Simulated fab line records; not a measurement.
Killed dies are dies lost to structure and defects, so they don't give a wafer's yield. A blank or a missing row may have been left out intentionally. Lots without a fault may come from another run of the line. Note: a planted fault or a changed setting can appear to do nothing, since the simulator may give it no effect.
The tool behind it: which one? :: flow sky130 :: 14 lots with 40 wafers sampled at 4 steps, on a route of 708 steps

== WHAT EACH GAUGE READ, for each wafer ==
SKY_POLY_GATE_THK_MEAS_04. Usual: POLY_GATE_CVD_03_THK 75.3 nm, standard deviation 0.63.
lot: L402
measured: day 15 16:03
on: film-metro-02
POLY_GATE_CVD_03_THK (nm): 75.4 75.3 75.2
flag: 

lot: L401
measured: day 15 16:04
on: film-metro-04
POLY_GATE_CVD_03_THK (nm): 76.1 76.0 76.6
flag: 

lot: L406
measured: day 16 22:01
on: film-metro-02
POLY_GATE_CVD_03_THK (nm): 75.2 74.7 74.3
flag: 

lot: L404
measured: day 16 23:22
on: film-metro-04
POLY_GATE_CVD_03_THK (nm): 75.6 76.5 75.8
flag: 

lot: L405
measured: day 16 23:22
on: film-metro-02
POLY_GATE_CVD_03_THK (nm): 74.8 74.6 74.8
flag: 

lot: L407
measured: day 18 10:22
on: film-metro-02
POLY_GATE_CVD_03_THK (nm): 75.7 75.5 74.7
flag: 

lot: L408
measured: day 18 10:22
on: film-metro-04
POLY_GATE_CVD_03_THK (nm): 75.3 75.1 75.3
flag: 

lot: L410
measured: day 19 07:50
on: film-metro-01
POLY_GATE_CVD_03_THK (nm): 75.2 75.2 74.8
flag: 

lot: L409
measured: day 19 11:22
on: film-metro-01
POLY_GATE_CVD_03_THK (nm): 75.0 75.5 75.0
flag: 

lot: L413
measured: day 19 16:22
on: film-metro-02
POLY_GATE_CVD_03_THK (nm): 75.1 74.9
flag: 

lot: L414
measured: day 20 17:50
on: film-metro-04
POLY_GATE_CVD_03_THK (nm): 74.8 74.2
flag: 

lot: L421
measured: day 22 13:05
on: film-metro-02
POLY_GATE_CVD_03_THK (nm): 75.7 75.3 75.4
flag: 

lot: L423
measured: day 23 04:25
on: film-metro-04
POLY_GATE_CVD_03_THK (nm): 76.0 76.0 75.9
flag: 

lot: L424
measured: day 23 05:45
on: film-metro-01
POLY_GATE_CVD_03_THK (nm): 74.6 74.6 75.1
flag: 

SKY_LDD_LDN_OVL_MEAS_07. Usual: LDD_LDN_OVL 0.8 nm, standard deviation 1.3.
lot: L402
measured: day 23 08:59
on: overlay-01
LDD_LDN_OVL (nm): 2.3 2.3 1.5
flag: 

lot: L401
measured: day 23 12:43
on: overlay-02
LDD_LDN_OVL (nm): 2.2 1.1 1.0
flag: 

lot: L406
measured: day 24 17:38
on: overlay-02
LDD_LDN_OVL (nm): 2.6 2.3 3.1
flag: 

lot: L404
measured: day 24 18:39
on: overlay-01
LDD_LDN_OVL (nm): 0.3 -0.7 1.0
flag: 

lot: L405
measured: day 24 18:03
on: overlay-01
LDD_LDN_OVL (nm): 1.3 1.1 0.9
flag: 

lot: L407
measured: day 26 04:11
on: overlay-01
LDD_LDN_OVL (nm): 0.5 1.8 -0.5
flag: 

lot: L408
measured: day 26 02:33
on: overlay-01
LDD_LDN_OVL (nm): 0.1 1.0 -0.4
flag: 

lot: L410
measured: day 26 23:33
on: overlay-01
LDD_LDN_OVL (nm): 1.4 2.1 3.6
flag: 

lot: L409
measured: day 27 03:02
on: overlay-01
LDD_LDN_OVL (nm): 1.7 0.9 1.6
flag: 

lot: L413
measured: day 27 07:45
on: overlay-01
LDD_LDN_OVL (nm): 2.5 2.4
flag: 

lot: L414
measured: day 28 07:50
on: overlay-02
LDD_LDN_OVL (nm): -1.2 -1.6
flag: 

lot: L421
measured: day 29 21:26
on: overlay-02
LDD_LDN_OVL (nm): 0.1 -0.6 0.4
flag: 

lot: L423
measured: day 30 16:19
on: overlay-02
LDD_LDN_OVL (nm): -0.5 -0.8 0.4
flag: 

lot: L424
measured: day 30 14:41
on: overlay-01
LDD_LDN_OVL (nm): -0.8 1.2 0.2
flag: 

== WHICH TOOL RAN EACH LOT (tool, then ch and the chambers of the sampled wafers, then the start) ==
lot: L402
SKY_LDD_HVN_IMPLANT_08: implanter-01 ch 0, day 20 19:51
SKY_LDD_HVN_STRIP_09: plasma-asher-04 ch 0,1, day 20 20:00

lot: L401
SKY_LDD_HVN_IMPLANT_08: implanter-02 ch 0, day 20 21:41
SKY_LDD_HVN_STRIP_09: plasma-asher-04 ch 0,1, day 20 21:49

lot: L406
SKY_LDD_HVN_IMPLANT_08: implanter-03 ch 0, day 22 05:21
SKY_LDD_HVN_STRIP_09: plasma-asher-02 ch 0,1, day 22 05:30

lot: L404
SKY_LDD_HVN_IMPLANT_08: implanter-03 ch 0, day 22 06:18
SKY_LDD_HVN_STRIP_09: plasma-asher-02 ch 0,1, day 22 06:27

lot: L405
SKY_LDD_HVN_IMPLANT_08: implanter-02 ch 0, day 22 05:47
SKY_LDD_HVN_STRIP_09: plasma-asher-04 ch 0,1, day 22 05:56

lot: L407
SKY_LDD_HVN_IMPLANT_08: implanter-03 ch 0, day 23 17:52
SKY_LDD_HVN_STRIP_09: plasma-asher-02 ch 0,1, day 23 18:01

lot: L408
SKY_LDD_HVN_IMPLANT_08: implanter-02 ch 0, day 23 16:37
SKY_LDD_HVN_STRIP_09: plasma-asher-02 ch 0,1, day 23 16:46

lot: L410
SKY_LDD_HVN_IMPLANT_08: implanter-02 ch 0, day 24 14:02
SKY_LDD_HVN_STRIP_09: plasma-asher-04 ch 0,1, day 24 14:11

lot: L409
SKY_LDD_HVN_IMPLANT_08: implanter-03 ch 0, day 24 16:09
SKY_LDD_HVN_STRIP_09: plasma-asher-04 ch 0,1, day 24 16:17

lot: L413
SKY_LDD_HVN_IMPLANT_08: implanter-03 ch 0, day 24 22:47
SKY_LDD_HVN_STRIP_09: plasma-asher-04 ch 0,1, day 24 22:54

lot: L414
SKY_LDD_HVN_IMPLANT_08: implanter-03 ch 0, day 25 22:20
SKY_LDD_HVN_STRIP_09: plasma-asher-01 ch 0,1, day 25 22:28

lot: L421
SKY_LDD_HVN_IMPLANT_08: implanter-02 ch 0, day 27 12:35
SKY_LDD_HVN_STRIP_09: plasma-asher-01 ch 0,1, day 27 12:44

lot: L423
SKY_LDD_HVN_IMPLANT_08: implanter-01 ch 0, day 28 07:37
SKY_LDD_HVN_STRIP_09: plasma-asher-01 ch 0,1, day 28 07:45

lot: L424
SKY_LDD_HVN_IMPLANT_08: implanter-02 ch 0, day 28 05:57
SKY_LDD_HVN_STRIP_09: plasma-asher-01 ch 0,1, day 28 06:15
- SKY_LDD_HVN_IMPLANT_08
- SKY_LDD_HVN_STRIP_09: strips in O2/N2.

== WHAT THE TOOLS THEMSELVES READ (means of the sampled wafers that have a number; where no wafer has one, the mark that the record gives instead) ==
SKY_LDD_HVN_IMPLANT_08. Usual: beam-on-s 9.99 s, standard deviation 0.21; faraday-current-uA 169, standard deviation 3.6.
lot: L402
tool: implanter-01
beam-on-s (s): 9.95
faraday-current-uA: 170
flag: 

lot: L401
tool: implanter-02
beam-on-s (s): 9.91
faraday-current-uA: 170
flag: 

lot: L406
tool: implanter-03
beam-on-s (s): 9.86
faraday-current-uA: 172
flag: 

lot: L404
tool: implanter-03
beam-on-s (s): 9.91
faraday-current-uA: 170
flag: 

lot: L405
tool: implanter-02
beam-on-s (s): 10.06
faraday-current-uA: 168
flag: 

lot: L407
tool: implanter-03
beam-on-s (s): 10.13
faraday-current-uA: 167
flag: 

lot: L408
tool: implanter-02
beam-on-s (s): 9.97
faraday-current-uA: 170
flag: 

lot: L410
tool: implanter-02
beam-on-s (s): 10.08
faraday-current-uA: 168
flag: 

lot: L409
tool: implanter-03
beam-on-s (s): 10.01
faraday-current-uA: 169
flag: 

lot: L413
tool: implanter-03
beam-on-s (s): 10.44
faraday-current-uA: 162
flag: 

lot: L414
tool: implanter-03
beam-on-s (s): 10.47
faraday-current-uA: 162
flag: 

lot: L421
tool: implanter-02
beam-on-s (s): 9.93
faraday-current-uA: 171
flag: 

lot: L423
tool: implanter-01
beam-on-s (s): 9.94
faraday-current-uA: 171
flag: 

lot: L424
tool: implanter-02
beam-on-s (s): 9.77
faraday-current-uA: 173
flag: 

SKY_LDD_HVN_STRIP_09. Usual: drypump-motor-current-A 5.7 A, standard deviation 0.42; o2-flow-sccm 3001 sccm, standard deviation 9; oes-product-au 0.409 a.u., standard deviation 0.0046; strip-time-to-endpoint-s 4.132 s, standard deviation 0.013.
lot: L402
tool: plasma-asher-04
drypump-motor-current-A (A): 6.2
o2-flow-sccm (sccm): 3001
oes-product-au (a.u.): 0.411
strip-time-to-endpoint-s (s): 4.141
flag: 

lot: L401
tool: plasma-asher-04
drypump-motor-current-A (A): 6.2
o2-flow-sccm (sccm): 3000
oes-product-au (a.u.): 0.407
strip-time-to-endpoint-s (s): 4.133
flag: 

lot: L406
tool: plasma-asher-02
drypump-motor-current-A (A): 5.4
o2-flow-sccm (sccm): 2998
oes-product-au (a.u.): 0.411
strip-time-to-endpoint-s (s): 4.135
flag: 

lot: L404
tool: plasma-asher-02
drypump-motor-current-A (A): 5.5
o2-flow-sccm (sccm): 3003
oes-product-au (a.u.): 0.412
strip-time-to-endpoint-s (s): 4.142
flag: 

lot: L405
tool: plasma-asher-04
drypump-motor-current-A (A): 5.8
o2-flow-sccm (sccm): 3010
oes-product-au (a.u.): 0.410
strip-time-to-endpoint-s (s): 4.121
flag: 

lot: L407
tool: plasma-asher-02
drypump-motor-current-A (A): 5.5
o2-flow-sccm (sccm): 3004
oes-product-au (a.u.): 0.408
strip-time-to-endpoint-s (s): 4.121
flag: 

lot: L408
tool: plasma-asher-02
drypump-motor-current-A (A): 5.4
o2-flow-sccm (sccm): 2998
oes-product-au (a.u.): 0.408
strip-time-to-endpoint-s (s): 4.111
flag: 

lot: L410
tool: plasma-asher-04
drypump-motor-current-A (A): 5.8
o2-flow-sccm (sccm): 2997
oes-product-au (a.u.): 0.408
strip-time-to-endpoint-s (s): 4.154
flag: 

lot: L409
tool: plasma-asher-04
drypump-motor-current-A (A): 5.8
o2-flow-sccm (sccm): 3011
oes-product-au (a.u.): 0.409
strip-time-to-endpoint-s (s): 4.142
flag: 

lot: L413
tool: plasma-asher-04
drypump-motor-current-A (A): 6.0
o2-flow-sccm (sccm): 3010
oes-product-au (a.u.): 0.404
strip-time-to-endpoint-s (s): 4.139
flag: 

lot: L414
tool: plasma-asher-01
drypump-motor-current-A (A): 5.8
o2-flow-sccm (sccm): 2995
oes-product-au (a.u.): 0.408
strip-time-to-endpoint-s (s): 4.136
flag: 

lot: L421
tool: plasma-asher-01
drypump-motor-current-A (A): 5.8
o2-flow-sccm (sccm): 3007
oes-product-au (a.u.): 0.406
strip-time-to-endpoint-s (s): 4.128
flag: 

lot: L423
tool: plasma-asher-01
drypump-motor-current-A (A): 5.8
o2-flow-sccm (sccm): 3004
oes-product-au (a.u.): 0.405
strip-time-to-endpoint-s (s): 4.112
flag: 

lot: L424
tool: plasma-asher-01
drypump-motor-current-A (A): 5.8
o2-flow-sccm (sccm): 2999
oes-product-au (a.u.): 0.411
strip-time-to-endpoint-s (s): 4.146
flag: 

== THE ANSWER, worked out from the rows above alone ==
Rule: a lot counts as off when the mean over its wafers that have a number is more than 3 standard deviations away from the usual mean. A lot without any number at a reading at which 4 lots or more have one is off too. Any other lot the step has rows for is counted as sound. Order of review: gauges by route order, followed by the tools' own readings, for which a lot's mean as printed above is used. The first step at which some lot is off is used, and at that step the reading that is off furthest; a lot without a number counts as furthest.
Across all readings shown, no lot is off: no conclusion can be drawn from this.

== WHAT THE SIMULATOR HAD INSERTED ==
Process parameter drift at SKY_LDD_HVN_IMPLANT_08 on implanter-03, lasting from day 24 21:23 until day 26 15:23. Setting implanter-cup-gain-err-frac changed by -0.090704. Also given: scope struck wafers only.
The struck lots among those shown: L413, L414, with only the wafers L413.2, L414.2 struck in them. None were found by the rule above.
